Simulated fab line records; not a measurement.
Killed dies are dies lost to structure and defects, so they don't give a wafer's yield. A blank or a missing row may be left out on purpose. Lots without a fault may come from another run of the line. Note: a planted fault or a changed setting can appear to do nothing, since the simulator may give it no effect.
Problem report in the 8D (eight disciplines) form, filled by code / flow sfq_line / the parts of the form that need people (team, actions taken, sign-off) are left out

## 1. PROBLEM STATEMENT
At SFQ_TRILAYER_I4_METRO_MEASURE_101, thk_nm averages 218.5 nm over 2 wafers from 2 lots, while fault-free wafers read 199.8 nm, standard deviation 1.2. That is +16 standard deviations from the usual mean.
First observed at day 52 21:43: wafer L686.5, on film_metro-03. The record holds 41 wafers of 14 lots with a number at this step. Rule for "out", or "out of limits": more than 4 standard deviations from the usual mean. The other wafers with a number count as sound.

## 2. WHAT IT IS; WHAT IT IS NOT
question=which readings at this step | is=thk_nm | is not=-
question=which lots | is=L686, L690 | is not=L678, L680, L681, L682, L683, L685, L696, L697, L698, L699, L700, L701
question=which wafers of those lots | is=L686.5, L690.5 | is not=L686.2, L686.6, L690.6
question=read on which tools | is=film_metro-01, film_metro-03 | is not=film_metro-04
question=when | is=from day 52 21:43 | is not=up to then (20 sound wafers); but 19 sound wafers of L690, L696, L697, L698, L699, L700, L701 came after

## 3. WHAT RULES OUT EACH SUSPECT
Counting: if a tool at a process step up to the reading ran every lot that is out, it stays a suspect. Sound lots after the first of them don't rule it out here, since some wafers of a struck lot are sound.
- cmp-01 at SFQ_TRILAYER_I4_CMP_CMP_100 (polishes SiO2): kept. It ran every lot that is out, first L686 (day 52 18:24); its last sound lot up to then is L685 (day 52 05:51).
Left after counting: cmp-01 at SFQ_TRILAYER_I4_CMP_CMP_100.

## 4. THE CAUSE (what the simulator had put in)
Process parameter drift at SFQ_TRILAYER_I4_CMP_CMP_100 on cmp-01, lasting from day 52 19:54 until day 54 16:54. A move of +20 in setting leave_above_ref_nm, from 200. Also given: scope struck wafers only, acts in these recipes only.
Counting left only this tool.

## 5. THE CHAIN OF EFFECTS, in route order
Each row: a reading where the mean over the struck wafers with a number is more than 3 standard deviations away from the usual. Scope: only readings with a usual standard deviation given in the record; hours: median across lots of the time from each lot's start at the first step in this table that gives one to its start at this step; sigmas: change in usual standard deviations.
hours=0; step=SFQ_TRILAYER_I4_METRO_MEASURE_101; reading=thk_nm; usual=199.8 nm; on struck wafers=218.5; change=+18.7; sigmas=+16
hours=104; step=SFQ_TRILAYER_I4_VIA_ETCH_VIA_ETCH_106; reading=oes_product_au; usual=0.854 a.u.; on struck wafers=0.893; change=+0.039; sigmas=+7.5
Here are the process steps it includes:
- SFQ_TRILAYER_I4_METRO_MEASURE_101
- SFQ_TRILAYER_I4_VIA_ETCH_VIA_ETCH_106: etches SiO2 in CHF3, stops on Nb, target depth 260 nm.
Later measuring or inspecting steps at which every struck wafer that the step has a row for has a number for every such reading, and none has moved that far: SFQ_I4_OVL_MEAS_928.

## 6. WHAT WOULD HAVE CAUGHT IT SOONER
The fault began at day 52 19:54; the first out-of-limits reading in this record came at day 52 21:43, 2 hours later.
Tool readings at SFQ_TRILAYER_I4_CMP_CMP_100 with a usual standard deviation given in the record: none out on any struck wafer, hence no alarm at a limit of 4 standard deviations on them.
Among the 2 lots that are out, L690 began SFQ_TRILAYER_I4_CMP_CMP_100 on cmp-01 after day 52 21:43. A tool hold placed at that time would have kept it from harm.
